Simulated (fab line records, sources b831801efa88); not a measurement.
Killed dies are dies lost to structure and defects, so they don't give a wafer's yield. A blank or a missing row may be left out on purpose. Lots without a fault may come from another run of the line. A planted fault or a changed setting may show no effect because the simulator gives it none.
A struck lot beside a sound one | flow sky130 | 16 steps out of a route of 708
Sound: wafers L169.1, L169.5, L169.6. Struck: wafers L175.3, L175.5, L175.6. The cause comes at the end.
At each step with rows: each side's tool, then ch and its chambers, then its first start. Under that, the readings that differ: sound wafers | struck wafers | difference of the means | sigmas: that difference in standard deviations of wafers without a fault.
alike: readings whose means differ by less than 2 such deviations, and words and numbers that are the same on both sides. not compared: withheld readings, readings that some wafer has no value for, bounds like >300 that may hide the same value, and numbers for which the record gives no deviation and whose values overlap.
The two part at a step that has a row with sigmas, a row that says differs or no value, or rows on one side only. Numbers that don't overlap but have no deviation are shown without sigmas and don't part them. A reading that every wafer of one side lacks parts them only if that side has two wafers or more.

SKY_VIA1_CMP_02: polishes SiO2.
  sound on cmp-01 ch 0,1,2, day 35 20:53; struck on cmp-01 ch 0,3, day 37 19:44
  alike: motor_current_A
SKY_VIA1_BOW_MEAS_03:
  sound on film_metro-02, day 35 21:05; struck on film_metro-02, day 37 20:01
  alike: VIA1_BOW
then, 8 steps without rows for these wafers: SKY_VIA1_DEHYDRATE_04 (time 60 s); SKY_VIA1_HMDS_05 (prime time 60 s); SKY_VIA1_COAT_06 (resist thk 60 nm); SKY_VIA1_COAT_07 (resist thk 450 nm); SKY_VIA1_SOFTBAKE_08 (time 90 s); SKY_VIA1_EXPOSE_09 (exposes mask VIM, target cd 150 nm); SKY_VIA1_PEB_10; SKY_VIA1_DEVELOP_11 (develop time 60 s).
SKY_VIA1_CD_MEAS_12: target cd 150 nm.
  sound on cd_sem-02, day 36 23:29; struck on cd_sem-01, day 38 20:42
  alike: cd_nm
SKY_VIA1_OVL_MEAS_13:
  sound on overlay-02, day 36 23:36; struck on overlay-01, day 38 20:47
  alike: VIA1_OVL
SKY_VIA1_ETCH_14: etches BARC in N2/H2, stops on SiO2, time 45.9 s, target depth 60 nm.
  sound on rie_diel-02 ch 0,2,3, day 36 23:38; struck on rie_diel-04 ch 0,1,2, day 38 20:49
  no value came back on the struck wafers for any of 5 readings (bias_w (W), chamber_pressure_mTorr (mTorr) and others); on the sound wafers bias_w (W) reads 100.02 99.57 100.12
  reading                                     | sound             | struck            | difference | sigmas
  model.KrF-thick_of_VIA1_COAT_07.thk_nm (nm) | 393.6 394.2 393.3 | 437.3 437.6 438.1 | +44.0      |
  not compared: rf_hours_counter_h
SKY_VIA1_ETCH_15: etches SiO2 in C4F8/O2/Ar, stops on TiN, target depth 351 nm, time 54 s.
  sound on rie_diel-02 ch 0,2,3, day 36 23:41; struck on rie_diel-04 ch 0,1,2, day 38 20:52
  reading                                     | sound             | struck            | difference | sigmas
  oes_product_au (a.u.)                       | 0.984 0.981 0.988 | 0.374 0.371 0.374 | -0.611     | -99 or more
  model.KrF-thick_of_VIA1_COAT_07.thk_nm (nm) | 323.8 324 323.5   | 368 367.1 367.6   | +44        |
  alike: bias_w, chamber_pressure_mTorr
  not compared: rf_hours_counter_h
SKY_VIA1_STRIP_16: strips in O2/N2.
  sound on plasma_asher-03 ch 0,1, day 36 23:44; struck on plasma_asher-04 ch 0,1, day 38 20:56
  reading                      | sound             | struck            | difference | sigmas
  oes_product_au (a.u.)        | 0.412 0.409 0.420 | 0.440 0.437 0.439 | +0.025     | +5
  strip_time_to_endpoint_s (s) | 4.487 4.472 4.467 | 4.943 4.914 4.918 | +0.450     | +18
  alike: drypump_motor_current_A, o2_flow_sccm
  not compared: rf_hours_counter_h
then, 1 step without rows for these wafers: SKY_VIA1_STRIP_17 (strips in post etch residue remover, time 1200 s).

WHERE THEY PART
First at SKY_VIA1_ETCH_14; last, within this record, at SKY_VIA1_STRIP_16.

WHY: what the simulator had put in
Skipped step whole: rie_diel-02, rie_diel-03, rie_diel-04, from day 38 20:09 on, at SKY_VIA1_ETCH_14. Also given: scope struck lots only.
